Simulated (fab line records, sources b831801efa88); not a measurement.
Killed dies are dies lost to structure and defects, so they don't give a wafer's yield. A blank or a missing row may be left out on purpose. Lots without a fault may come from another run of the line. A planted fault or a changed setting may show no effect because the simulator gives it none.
fab line records | flow sky130
record lots=5 wafers=23
route steps=708 shown SONOS_ONO@178 RES_PROTECT@208 POLY_GATE@213 LDD_N@247 LDD_P@264 LDD_LDN@297 SD_P@329 RES_XHIGH@339 SD_N@345
start_h: hours from the record's first day to the start of the lot's first wafer shown | wait_h: hours since the lot's step before | " the same as in the row above | L1.1+2: a row that stands for several wafers | - no value, or no start given | * or withheld: withheld | < > ~ a bound
route shown NAME@n: a module of which the file shows steps, and the number in the route of the first | usual: mean/standard deviation of fault-free wafers | same: alike in all rows | chamber/n: place in a boat | sites: the reading at each site | _std_site: their standard deviation | _edge_site: outer sites' mean less inner sites' | radius_mm: how far each site lies from the wafer's centre | mask NAME#n: copy n | behind: the tool/chamber that last shaped the wafer | hold: why the lot was held/for how many hours/how that ended | device: the transistor (n, p or np) that didn't switch | end of line: the same wafers' tests at the end of the route | a step without rows: its recipe alone | killed: dies lost to structure and defects at the first sort, not the wafer's yield | map: a wafer's dies, x killed, . not, _ none there
set.NAME: the setting as run; set.NAME@STEP: as run at that earlier step | model.NAME: the simulator's own value behind a step, which no gauge read
lots whose settings were changed on purpose; a table a step, a row a wafer
## steps
# step SKY_SONOS_ONO_EXPOSE_10
# recipe mask_id=ONOM target_cd_nm=410 na=0.6 source_shape=conventional sigma_outer=0.6 dose_mj=150
# columns lot.wafer tool chamber start_h wait_h mask set.dose_mj
L074.1+4+6 iline_stepper-02 0 - - ONOM#0 157.3
L074.3+5 " 0 " " ONOM#0 150
L075.1+3+4+5+6 iline_stepper-01 0 - - ONOM#0 150
L078.2+6 iline_stepper-02 0 - - ONOM#0 150
L078.3+4+5 " 0 " " ONOM#0 161.1
L079.1+2+3 iline_stepper-02 0 - - ONOM#0 150
L081.2+3+4+5+6 iline_stepper-02 0 - - ONOM#0 150
# step SKY_SONOS_ONO_PEB_11
# recipe temp_c=withheld time_s=* resist=NOVOLAK
# step SKY_SONOS_ONO_DEVELOP_12
# recipe develop_time_s=60 dev_temp_c=23
# step SKY_SONOS_ONO_CD_MEAS_13
# recipe target_cd_nm=410
# usual cd_nm=409.5/2.3
# columns lot.wafer tool chamber start_h wait_h set.dose_mj@SONOS_ONO_EXPOSE_10 cd_nm
L074.1 cd_sem-01 - 267.12 0.1 157.3 398.3
L074.3 " - " " 150 408.5
L074.4 " - " " 157.3 399.6
L074.5 " - " " 150 408.7
L074.6 " - " " 157.3 397.0
L075.1 cd_sem-02 - 278.47 0.1 150 405.1
L075.3 " - " " 150 408.5
L075.4 " - " " 150 405.4
L075.5 " - " " 150 407.5
L075.6 " - " " 150 407.2
L078.2 cd_sem-02 - 315.04 0.1 150 408.8
L078.3 " - " " 161.1 389.0
L078.4 " - " " 161.1 390.7
L078.5 " - " " 161.1 387.1
L078.6 " - " " 150 412.6
L079.1 cd_sem-02 - 324.72 0.1 150 407.6
L079.2 " - " " 150 407.2
L079.3 " - " " 150 411.1
L081.2 cd_sem-01 - 332.44 0.1 150 409.3
L081.3 " - " " 150 407.1
L081.4 " - " " 150 408.3
L081.5 " - " " 150 409.5
L081.6 " - " " 150 408.4
# step SKY_SONOS_ONO_ETCH_15
# recipe target_depth_nm=19.52 chemistry=CHF3/O2 source_w=600 bias_w=200 pressure_mtorr=40 chf3_flow_sccm=50 O2_flow_sccm=5 time_s=7.8
# columns lot.wafer tool chamber start_h wait_h set.time_s set.dose_mj@SONOS_ONO_EXPOSE_10 model.SONOS_ONO.cd_nm model.etch.depth_nm
L074.1 rie_diel-02 1 267.27 0.0 7.8 157.3 398.5 19.4
L074.3 " 2 " " 6.781 150 408.7 17.31
L074.4 " 0 " " 6.781 157.3 400.2 16.69
L074.5 " 3 " " 7.8 150 409 -
L074.6 " 0 " " 7.8 157.3 397 -
L075.1 rie_diel-03 0 278.63 0.0 6.833 150 405 -
L075.3 " 1 " " 7.8 150 408.9 -
L075.4 " 3 " " 6.833 150 405.9 -
L075.5 " 1 " " 6.833 150 407.9 -
L075.6 " 2 " " 7.8 150 407.5 19.53
L078.2 rie_diel-03 3 315.17 0.0 8.907 150 408.6 -
L078.3 " 2 " " 8.907 161.1 389.2 22.48
L078.4 " 1 " " 7.8 161.1 391 19.57
L078.5 " 2 " " 8.907 161.1 387.3 -
L078.6 " 3 " " 7.8 150 412.6 19.37
L079.1 rie_diel-03 2 324.87 0.0 7.8 150 407.8 19.8
L079.2 " 3 " " 7.8 150 407.5 19.1
L079.3 " 1 " " 7.8 150 410.9 19.44
L081.2+5 rie_diel-02 0,1 332.57 0.0 7.8 150 409.6 -
L081.3 " 2 " " 8.283 150 407.4 -
L081.4 " 3 " " 8.283 150 408.3 20.63
L081.6 " 0 " " 7.8 150 408.7 -
# step SKY_RES_PROTECT_COAT_02
# recipe resist=NOVOLAK spin_rpm=3000 resist_thk_nm=1140
# columns lot.wafer tool chamber start_h wait_h set.resist_thk_nm model.NOVOLAK_of_RES_PROTECT_COAT_02.thk_nm
L074.1 litho_track-01 0 311.72 0.1 1140 1146
L074.3 " 0 " " 1140 1141
L074.4 " 0 " " 1116 1120
L074.5 " 0 " " 1140 1145
L074.6 " 0 " " 1116 1117
L075.1+5 litho_track-02 0 324.12 0.1 1174 1174
L075.3+4+6 " 0 " " 1140 1139
L078.2 litho_track-03 0 359.87 0.1 1140 1139
L078.3 " 0 " " 1106 1103
L078.4 " 0 " " 1140 1138
L078.5 " 0 " " 1140 1137
L078.6 " 0 " " 1106 1101
L079.1 litho_track-02 0 370.17 0.1 1140 1138
L079.2 " 0 " " 1140 1141
L079.3 " 0 " " 1140 1136
L081.2 litho_track-03 0 379.07 0.1 1140 1135
L081.3 " 0 " " 1140 1139
L081.4 " 0 " " 1140 1134
L081.5 " 0 " " 1102 1100
L081.6 " 0 " " 1102 1096
# step SKY_RES_PROTECT_SOFTBAKE_03
# recipe temp_c=90 time_s=60 resist=NOVOLAK
# step SKY_RES_PROTECT_EXPOSE_04
# recipe mask_id=RPM na=0.6 source_shape=conventional sigma_outer=0.6 polarization=unpolarized target_cd_nm=1270 dose_mj=131
# step SKY_RES_PROTECT_DEVELOP_06
# recipe resist=NOVOLAK developer=TMAH develop_time_s=60 dev_temp_c=23
# step SKY_POLY_GATE_IMPLANT_02
# recipe species=P energy_kev=30.3 dose_cm2=7.7e+15 tilt_deg=0
# step SKY_RES_PROTECT_STRIP_07
# recipe chemistry=O2/N2 power_w=1400 pressure_mtorr=1500 platen_temp_c=withheld o2_flow_sccm=3000 n2_flow_sccm=300 overash_fraction=0.5
# usual strip_time_to_endpoint_s=23.38/0.038
# columns lot.wafer tool chamber start_h wait_h set.resist_thk_nm@RES_PROTECT_COAT_02 strip_time_to_endpoint_s
L074.1 plasma_asher-04 0 326.20 0.1 1140 23.46
L074.3 " 0 " " 1140 23.39
L074.4 " 1 " " 1116 23.16
L074.5 " 0 " " 1140 23.44
L074.6 " 1 " " 1116 23.13
L075.1 plasma_asher-02 1 337.57 0.1 1174 23.71
L075.3 " 1 " " 1140 23.34
L075.4 " 0 " " 1140 23.35
L075.5 " 1 " " 1174 23.73
L075.6 " 0 " " 1140 23.34
L078.2 plasma_asher-03 0 373.72 0.1 1140 23.36
L078.3 " 1 " " 1106 22.96
L078.4 " 0 " " 1140 23.34
L078.5 " 1 " " 1140 23.35
L078.6 " 0 " " 1106 22.94
L079.1 plasma_asher-02 1 384.80 0.1 1140 23.35
L079.2 " 0 " " 1140 23.40
L079.3 " 1 " " 1140 23.33
L081.2 plasma_asher-03 0 393.62 0.1 1140 23.30
L081.3 " 0 " " 1140 23.36
L081.4 " 1 " " 1140 23.32
L081.5 " 0 " " 1102 22.93
L081.6 " 1 " " 1102 22.88
# step SKY_POLY_GATE_COAT_07
# recipe resist=BARC temp_c=withheld time_s=withheld spin_rpm=3000 resist_thk_nm=110
# columns lot.wafer tool chamber start_h wait_h set.spin_rpm model.BARC_of_POLY_GATE_COAT_07.thk_nm
L074.1 litho_track-01 0 342.42 0.1 2841 112.5
L074.3 " 0 " " 3000 109.7
L074.4 " 0 " " 3000 109.9
L074.5 " 0 " " 3000 109.6
L074.6 " 0 " " 2841 113.1
L075.1 litho_track-03 0 355.35 0.1 2778 113.8
L075.3+6 " 0 " " 3000 109.6
L075.4 " 0 " " 2778 114.1
L075.5 " 0 " " 3000 109.4
L078.2+3+4 litho_track-01 0 389.89 0.1 3000 109.9
L078.5 " 0 " " 3110 108.1
L078.6 " 0 " " 3110 108
L079.1 litho_track-01 0 401.82 0.1 3000 109.4
L079.2 " 0 " " 3000 109.6
L079.3 " 0 " " 3000 109.5
L081.2+4+6 litho_track-04 0 410.81 0.1 2925 111.3
L081.3 " 0 " " 3000 110.4
L081.5 " 0 " " 3000 110.1
# step SKY_POLY_GATE_DEVELOP_12
# recipe develop_time_s=60 resist=KrF-thick dev_temp_c=21
# columns lot.wafer tool chamber start_h wait_h set.develop_time_s
L074.1+4 litho_track-01 0 - - 60
L074.3+5+6 " 0 " " 65.05
L075.1+3+4+5+6 litho_track-01 0 - - 60
L078.2+3+4+5+6 litho_track-01 0 - - 60
L079.1+2+3 litho_track-01 0 - - 60
L081.2+3+6 litho_track-04 0 - - 60
L081.4+5 " 0 " " 52.67
# step SKY_POLY_GATE_ETCH_15
# recipe chemistry=N2/H2 target=BARC ion_energy_ev=200 source_w=500 bias_w=100 pressure_mtorr=30 n2_flow_sccm=100 h2_flow_sccm=200 stop_on=SiO2 time_s=118.5 target_depth_a=1100
# columns lot.wafer tool chamber start_h wait_h set.spin_rpm@POLY_GATE_COAT_07 model.etch.depth_nm
L074.1 rie_diel-02 2 356.72 0.0 2841 112.5
L074.3 " 1 " " 3000 109.7
L074.4 " 0 " " 3000 109.9
L074.5 " 2 " " 3000 -
L074.6 " 1 " " 2841 -
L075.1+4 rie_diel-04 0,3 368.92 0.0 2778 -
L075.3+5 " 1,3 " " 3000 -
L075.6 " 2 " " 3000 109.6
L078.2 rie_diel-02 2 406.07 0.0 3000 -
L078.3+4 " 3,1 " " 3000 109.9
L078.5 " 0 " " 3110 -
L078.6 " 3 " " 3110 108
L079.1 rie_diel-04 1 416.77 0.0 3000 109.4
L079.2 " 2 " " 3000 109.6
L079.3 " 0 " " 3000 109.5
L081.2+6 rie_diel-04 2 426.44 0.0 2925 -
L081.3+5 " 1 " " 3000 -
L081.4 " 3 " " 2925 111.3
# step SKY_LDD_N_IMPLANT_10
# recipe species=As energy_kev=20 dose_cm2=7.5e+13 tilt_deg=withheld rotation_deg=203
# columns lot.wafer tool chamber start_h wait_h set.energy_kev model.implant.rp_nm model.implant.drp_nm
L074.1+3+4+5+6 implanter-01 0 386.47 0.1 20 16.19 7.212
L075.1+5+6 implanter-03 0 399.82 0.1 20.42 16.13 7.316
L075.3+4 " 0 " " 20 15.89 7.212
L078.2+4+6 implanter-01 0 439.23 0.1 19.05 14.77 6.973
L078.3+5 " 0 " " 20 15.3 7.212
L079.1+2+3 implanter-03 0 450.47 0.1 20 16.11 7.212
L081.2+4 implanter-01 0 459.33 0.1 20 16.49 7.212
L081.3+5+6 " 0 " " 20.33 16.68 7.294
# step SKY_LDD_P_IMPLANT_09
# recipe species=BF2 energy_kev=25 dose_cm2=1e+13 tilt_deg=withheld
# columns lot.wafer tool chamber start_h wait_h set.dose_cm2
L074.1+3+5 implanter-01 0 416.87 0.0 1e+13
L074.4+6 " 0 " " 9.651e+12
L075.1+3+5 implanter-01 0 430.35 0.0 1e+13
L075.4+6 " 0 " " 1.059e+13
L078.2+3+4 implanter-03 0 470.48 0.0 1e+13
L078.5+6 " 0 " " 9.466e+12
L079.1+2+3 implanter-01 0 481.95 0.0 1e+13
L081.2+5+6 implanter-01 0 491.45 0.0 1e+13
L081.3+4 " 0 " " 9.458e+12
# step SKY_LDD_P_STRIP_10
# recipe chemistry=O2/N2 power_w=1400 pressure_mtorr=1500 platen_temp_c=withheld o2_flow_sccm=3000 n2_flow_sccm=300 overash_fraction=0.5
# step SKY_LDD_P_TW_MEAS_11
# usual LDD_P_TW=641.2/2.9
# columns lot.wafer tool chamber start_h wait_h set.dose_cm2@LDD_P_IMPLANT_09 LDD_P_TW
L074.1 film_metro-01 - 417.12 0.1 1e+13 640.3
L074.3 " - " " 1e+13 638.2
L074.4 " - " " 9.651e+12 635.5
L074.5 " - " " 1e+13 638.3
L074.6 " - " " 9.651e+12 632.9
L075.1 film_metro-04 - 430.60 0.1 1e+13 642.7
L075.3 " - " " 1e+13 640.5
L075.4 " - " " 1.059e+13 652.4
L075.5 " - " " 1e+13 641.5
L075.6 " - " " 1.059e+13 656.5
L078.2 film_metro-01 - 470.71 0.1 1e+13 644.2
L078.3 " - " " 1e+13 647.1
L078.4 " - " " 1e+13 645.9
L078.5 " - " " 9.466e+12 632.8
L078.6 " - " " 9.466e+12 634.2
L079.1 film_metro-01 - 482.21 0.1 1e+13 638.4
L079.2 " - " " 1e+13 639.2
L079.3 " - " " 1e+13 637.8
L081.2 film_metro-01 - 491.80 0.2 1e+13 638.8
L081.3 " - " " 9.458e+12 627.1
L081.4 " - " " 9.458e+12 624.3
L081.5 " - " " 1e+13 639.1
L081.6 " - " " 1e+13 640.9
# step SKY_LDD_LDN_IMPLANT_08
# recipe species=As energy_kev=15 dose_cm2=1.25e+13 tilt_deg=withheld rotation_deg=23
# columns lot.wafer tool chamber start_h wait_h set.energy_kev model.implant.rp_nm model.implant.drp_nm
L074.1+6 implanter-03 0 507.50 0.0 15 12.49 5.933
L074.3+4+5 " 0 " " 15.47 12.77 6.057
L075.1+4+6 implanter-01 0 522.10 0.0 15.28 12.97 6.007
L075.3+5 " 0 " " 15 12.8 5.933
L078.2+6 implanter-03 0 560.74 0.0 14.76 12.54 5.867
L078.3+4+5 " 0 " " 15 12.57 5.933
L079.1+2+3 implanter-03 0 572.90 0.0 15 12.9 5.933
L081.2+6 implanter-01 0 580.73 0.0 15 13.07 5.933
L081.3+4+5 " 0 " " 15.81 13.57 6.146
# step SKY_SD_P_IMPLANT_09
# recipe species=BF2 energy_kev=20 dose_cm2=3e+15 tilt_deg=0
# columns lot.wafer tool chamber start_h wait_h set.energy_kev model.implant.rp_nm model.implant.drp_nm
L074.1+4 implanter-02 0 569.42 0.0 20 16.45 9.746
L074.3+5+6 " 0 " " 18.87 15.72 9.356
L075.1+3+4+5+6 implanter-02 0 583.95 0.0 20 17.87 9.746
L078.2+3+4+5+6 implanter-03 0 622.20 0.0 20 17.65 9.746
L079.1+2+3 implanter-03 0 632.87 0.0 20 16.86 9.746
L081.2+5 implanter-02 0 640.42 0.0 20 17.31 9.746
L081.3+4+6 " 0 " " 19.3 16.83 9.505
# step SKY_SD_P_STRIP_10
# recipe chemistry=O2/N2 power_w=1400 pressure_mtorr=1500 platen_temp_c=withheld o2_flow_sccm=3000 n2_flow_sccm=300 overash_fraction=0.5
# usual strip_time_to_endpoint_s=17.50/0.043
# columns lot.wafer tool chamber start_h wait_h set.energy_kev@SD_P_IMPLANT_09 strip_time_to_endpoint_s
L074.1 plasma_asher-04 1 569.57 0.1 20 17.51
L074.3 " 0 " " 18.87 17.37
L074.4 " 1 " " 20 17.51
L074.5 " 0 " " 18.87 17.36
L074.6 " 1 " " 18.87 17.38
L075.1 plasma_asher-03 1 584.10 0.1 20 17.43
L075.3 " 1 " " 20 17.41
L075.4 " 0 " " 20 17.41
L075.5 " 1 " " 20 17.42
L075.6 " 0 " " 20 17.39
L078.2 plasma_asher-04 0 622.32 0.1 20 17.50
L078.3 " 1 " " 20 17.52
L078.4 " 0 " " 20 17.56
L078.5 " 0 " " 20 17.56
L078.6 " 1 " " 20 17.54
L079.1 plasma_asher-04 1 633.02 0.1 20 17.50
L079.2 " 0 " " 20 17.51
L079.3 " 1 " " 20 17.48
L081.2 plasma_asher-02 0 640.54 0.1 20 17.52
L081.3 " 1 " " 19.3 17.43
L081.4 " 0 " " 19.3 17.43
L081.5 " 1 " " 20 17.51
L081.6 " 0 " " 19.3 17.41
# step SKY_SD_P_TW_MEAS_11
# usual SD_P_TW=2848/13
# columns lot.wafer tool chamber start_h wait_h set.energy_kev@SD_P_IMPLANT_09 SD_P_TW
L074.1 film_metro-01 - 569.67 0.1 20 2853
L074.3 " - " " 18.87 2812
L074.4 " - " " 20 2859
L074.5 " - " " 18.87 2813
L074.6 " - " " 18.87 2820
L075.1 film_metro-04 - 584.20 0.1 20 2840
L075.3 " - " " 20 2846
L075.4 " - " " 20 2853
L075.5 " - " " 20 2849
L075.6 " - " " 20 2852
L078.2 film_metro-04 - 622.43 0.1 20 2871
L078.3 " - " " 20 2853
L078.4 " - " " 20 2845
L078.5 " - " " 20 2862
L078.6 " - " " 20 2865
L079.1 film_metro-04 - 633.12 0.1 20 2832
L079.2 " - " " 20 2839
L079.3 " - " " 20 2831
L081.2 film_metro-01 - 640.65 0.1 20 2862
L081.3 " - " " 19.3 2830
L081.4 " - " " 19.3 2829
L081.5 " - " " 20 2857
L081.6 " - " " 19.3 2827
# step SKY_RES_XHIGH_IMPLANT_07
# recipe species=BF2 energy_kev=20 dose_cm2=3.6e+14 tilt_deg=0
# columns lot.wafer tool chamber start_h wait_h set.dose_cm2
L074.1+3+4+5+6 implanter-01 0 599.42 0.1 3.6e+14
L075.1+3+4+5+6 implanter-02 0 613.58 0.1 3.6e+14
L078.2+3+4 implanter-01 0 651.66 0.1 3.766e+14
L078.5+6 " 0 " " 3.6e+14
L079.1+2+3 implanter-01 0 662.83 0.1 3.6e+14
L081.2+4+5 implanter-04 0 669.64 0.1 3.6e+14
L081.3+6 " 0 " " 3.812e+14
# step SKY_RES_XHIGH_STRIP_08
# recipe chemistry=O2/N2 power_w=1400 pressure_mtorr=1500 platen_temp_c=withheld o2_flow_sccm=3000 n2_flow_sccm=300 overash_fraction=0.5
# step SKY_RES_XHIGH_TW_MEAS_09
# usual RES_XHIGH_TW=1656/8
# columns lot.wafer tool chamber start_h wait_h set.dose_cm2@RES_XHIGH_IMPLANT_07 RES_XHIGH_TW
L074.1 film_metro-03 - 599.67 0.1 3.6e+14 1644
L074.3 " - " " 3.6e+14 1637
L074.4 " - " " 3.6e+14 1648
L074.5 " - " " 3.6e+14 1651
L074.6 " - " " 3.6e+14 1644
L075.1 film_metro-04 - 613.83 0.1 3.6e+14 1654
L075.3 " - " " 3.6e+14 1661
L075.4 " - " " 3.6e+14 1659
L075.5 " - " " 3.6e+14 1654
L075.6 " - " " 3.6e+14 1651
L078.2 film_metro-01 - 651.89 0.1 3.766e+14 1692
L078.3 " - " " 3.766e+14 1679
L078.4 " - " " 3.766e+14 1697
L078.5 " - " " 3.6e+14 1657
L078.6 " - " " 3.6e+14 1667
L079.1 film_metro-04 - 663.08 0.1 3.6e+14 1657
L079.2 " - " " 3.6e+14 1671
L079.3 " - " " 3.6e+14 1661
L081.2 film_metro-01 - 669.88 0.1 3.6e+14 1664
L081.3 " - " " 3.812e+14 1697
L081.4 " - " " 3.6e+14 1656
L081.5 " - " " 3.6e+14 1649
L081.6 " - " " 3.812e+14 1697
# step SKY_SD_N_SOFTBAKE_03
# recipe temp_c=90 time_s=60 resist=NOVOLAK
# columns lot.wafer tool chamber start_h wait_h set.temp_c
L074.1+5 litho_track-01 0 614.42 0.1 92.54
L074.3+4+6 " 0 " " 90
L075.1+4+5 litho_track-01 0 627.62 0.1 90
L075.3+6 " 0 " " 91.02
L078.2+5 litho_track-02 0 667.14 0.1 90
L078.3+4+6 " 0 " " 86.72
L079.1+2+3 litho_track-02 0 677.52 0.1 90
L081.2+3+5 litho_track-01 0 683.59 0.1 90
L081.4+6 " 0 " " 91.22
# step SKY_SD_N_EXPOSE_04
# recipe mask_id=NSDM na=0.6 source_shape=conventional sigma_outer=0.6 polarization=unpolarized target_cd_nm=380 dose_mj=141
# step SKY_SD_N_PEB_05
# recipe temp_c=withheld time_s=* resist=NOVOLAK
# step SKY_SD_N_DEVELOP_06
# recipe resist=NOVOLAK developer=TMAH develop_time_s=60 dev_temp_c=23
# columns lot.wafer tool chamber start_h wait_h set.temp_c@SD_N_SOFTBAKE_03 model.NOVOLAK_of_SD_N_COAT_02.thk_nm
L074.1 litho_track-01 0 628.27 0.1 92.54 1133
L074.3 " 0 " " 90 1146
L074.4 " 0 " " 90 1143
L074.5 " 0 " " 92.54 1132
L074.6 " 0 " " 90 1144
L075.1 litho_track-04 0 642.03 0.1 90 1143
L075.3+6 " 0 " " 91.02 1137
L075.4 " 0 " " 90 1142
L075.5 " 0 " " 90 1141
L078.2 litho_track-04 0 681.16 0.1 90 1144
L078.3 " 0 " " 86.72 1155
L078.4 " 0 " " 86.72 1153
L078.5 " 0 " " 90 1141
L078.6 " 0 " " 86.72 1151
L079.1 litho_track-01 0 691.87 0.1 90 1136
L079.2 " 0 " " 90 1145
L079.3 " 0 " " 90 1139
L081.2 litho_track-04 0 698.91 0.1 90 1142
L081.3 " 0 " " 90 1145
L081.4 " 0 " " 91.22 1138
L081.5 " 0 " " 90 1140
L081.6 " 0 " " 91.22 1135
## key
split step=SKY_SONOS_ONO_EXPOSE_10 setting=dose_mj stated=150 by=wafer
response step=SKY_SONOS_ONO_CD_MEAS_13 reading=cd_nm change=-2.69 per=1% r=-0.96
response step=SKY_SONOS_ONO_ETCH_15 reading=model.SONOS_ONO.cd_nm change=-2.66 per=1% r=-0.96
split step=SKY_SONOS_ONO_ETCH_15 setting=time_s stated=7.8 by=wafer
response step=SKY_SONOS_ONO_ETCH_15 reading=model.etch.depth_nm change=+0.199 per=1% r=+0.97
split step=SKY_RES_PROTECT_COAT_02 setting=resist_thk_nm stated=1140 by=wafer
response step=SKY_RES_PROTECT_COAT_02 reading=model.NOVOLAK_of_RES_PROTECT_COAT_02.thk_nm change=+11.7 per=1% r=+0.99
response step=SKY_RES_PROTECT_STRIP_07 reading=strip_time_to_endpoint_s change=* per=1% r=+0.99
split step=SKY_POLY_GATE_COAT_07 setting=spin_rpm stated=3000 by=wafer
response step=SKY_POLY_GATE_COAT_07 reading=model.BARC_of_POLY_GATE_COAT_07.thk_nm change=-0.57 per=1% r=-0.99
response step=SKY_POLY_GATE_ETCH_15 reading=model.etch.depth_nm change=-0.517 per=1% r=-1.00
split step=SKY_POLY_GATE_DEVELOP_12 setting=develop_time_s stated=60 by=wafer
response none clear
split step=SKY_LDD_N_IMPLANT_10 setting=energy_kev stated=20 by=wafer
response step=SKY_LDD_N_IMPLANT_10 reading=model.implant.rp_nm change=+0.113 per=1% r=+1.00
response step=SKY_LDD_N_IMPLANT_10 reading=model.implant.drp_nm change=+0.0501 per=1% r=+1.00
split step=SKY_LDD_P_IMPLANT_09 setting=dose_cm2 stated=1e+13 by=wafer
response step=SKY_LDD_P_TW_MEAS_11 reading=LDD_P_TW change=+2.23 per=1% r=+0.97
split step=SKY_LDD_LDN_IMPLANT_08 setting=energy_kev stated=15 by=wafer
response step=SKY_LDD_LDN_IMPLANT_08 reading=model.implant.rp_nm change=+0.0863 per=1% r=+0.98
response step=SKY_LDD_LDN_IMPLANT_08 reading=model.implant.drp_nm change=+0.0395 per=1% r=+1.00
split step=SKY_SD_P_IMPLANT_09 setting=energy_kev stated=20 by=wafer
response step=SKY_SD_P_IMPLANT_09 reading=model.implant.rp_nm change=+0.131 per=1% r=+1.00
response step=SKY_SD_P_IMPLANT_09 reading=model.implant.drp_nm change=+0.069 per=1% r=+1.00
response step=SKY_SD_P_STRIP_10 reading=strip_time_to_endpoint_s change=* per=1% r=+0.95
response step=SKY_SD_P_TW_MEAS_11 reading=SD_P_TW change=+7.67 per=1% r=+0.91
split step=SKY_RES_XHIGH_IMPLANT_07 setting=dose_cm2 stated=3.6e+14 by=wafer
response step=SKY_RES_XHIGH_TW_MEAS_09 reading=RES_XHIGH_TW change=+6.51 per=1% r=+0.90
split step=SKY_SD_N_SOFTBAKE_03 setting=temp_c stated=90 by=wafer
response step=SKY_SD_N_DEVELOP_06 reading=model.NOVOLAK_of_SD_N_COAT_02.thk_nm change=-3.5 per=1% r=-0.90
